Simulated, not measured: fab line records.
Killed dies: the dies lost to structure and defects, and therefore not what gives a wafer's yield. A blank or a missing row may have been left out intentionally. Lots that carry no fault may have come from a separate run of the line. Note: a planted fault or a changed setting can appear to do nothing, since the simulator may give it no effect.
8D (eight disciplines) problem report, filled in by code ; flow gf180mcu ; the parts of the form that need people (team, actions taken, sign-off) are left out

== 1. WHAT IS WRONG ==
Mean of tempC at GF_SALICIDE_WET_ETCH_01: 25.86 C across 6 wafers in 2 lots; on wafers with no fault it is 25.02 C (standard deviation 0.11). Relative to the usual mean, that is a shift of +7.6 standard deviations.
The step: etches SiO2 in dHF, target depth 5 nm, time 100 s.
First observed at day 18 06:46: wafer L419.1, on wetBench-02. Wafers with a number at this step in the record: 42, from 14 lots. Rule for "out", or "out of limits": more than 4 standard deviations from the usual mean. The other wafers with a number count as sound.

== 2. WHAT IT IS, AND WHAT IT ISN'T ==
question;is;is not
which readings at this step;tempC;-
which lots;L419, L420;L411, L412, L413, L415, L417, L418, L429, L430, L431, L432, L433, L434
which wafers of those lots;all that have a number;-
read on which tools;wetBench-02;wetBench-03, wetBench-04
when;from day 18 06:46;"up to then (18 sound wafers); but 18 sound wafers of L429, L430, L431, L432, L433, L434 came after"

== 3. SUSPECTS, AND WHAT RULES EACH OUT ==
Counting: any tool at a process step up to the reading is kept as a suspect provided that every lot that is out went through it and no sound lot did after the first of them.
- plasmaAsher-04 at GF_DUAL_GATE_STRIP_13 (strips in O2/N2): ruled out as a lasting fault. After its first lot that is out, L419 (day 10 15:55), sound lots L429, L430, L434 ran on it.
- wetBench-02 at GF_SALICIDE_WET_ETCH_01 (etches SiO2 in dHF, target depth 5 nm, time 100 s): ruled out as a lasting fault. After its first lot that is out, L419 (day 18 06:46), sound lots L433 ran on it.
Left after counting: nothing in the record.

== 4. THE CAUSE (what the simulator had put in) ==
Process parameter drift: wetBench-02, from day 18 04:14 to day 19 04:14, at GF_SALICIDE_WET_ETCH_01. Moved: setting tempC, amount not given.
Counting ruled it out, wrongly.

== 5. THE CHAIN OF EFFECTS, in route order ==
Each row: a reading whose mean over the struck wafers that have a number lies more than 3 standard deviations from the usual. Readings are gone through only where the record gives a usual standard deviation; hours: the median, over the lots, of the time from a lot's start at the first step in this table giving one to that lot's start at this step; sigmas: the change measured in usual standard deviations.
hours;step;reading;usual;on struck wafers;change;sigmas
0;GF_SALICIDE_WET_ETCH_01;tempC;25.02 C;25.86;+0.84;+7.6
Process steps it contains:
- GF_SALICIDE_WET_ETCH_01: etches SiO2 in dHF, target depth 5 nm, time 100 s.
At these later measuring or inspecting steps, every struck wafer for which the step has a row has a number for every such reading, and none has moved that far: GF_CONTACT_THK_MEAS_01.

== 6. HOW IT WOULD HAVE BEEN CAUGHT EARLIER ==
In this record the first reading out of limits was taken at day 18 06:46, 3 hours after the fault began at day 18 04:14.
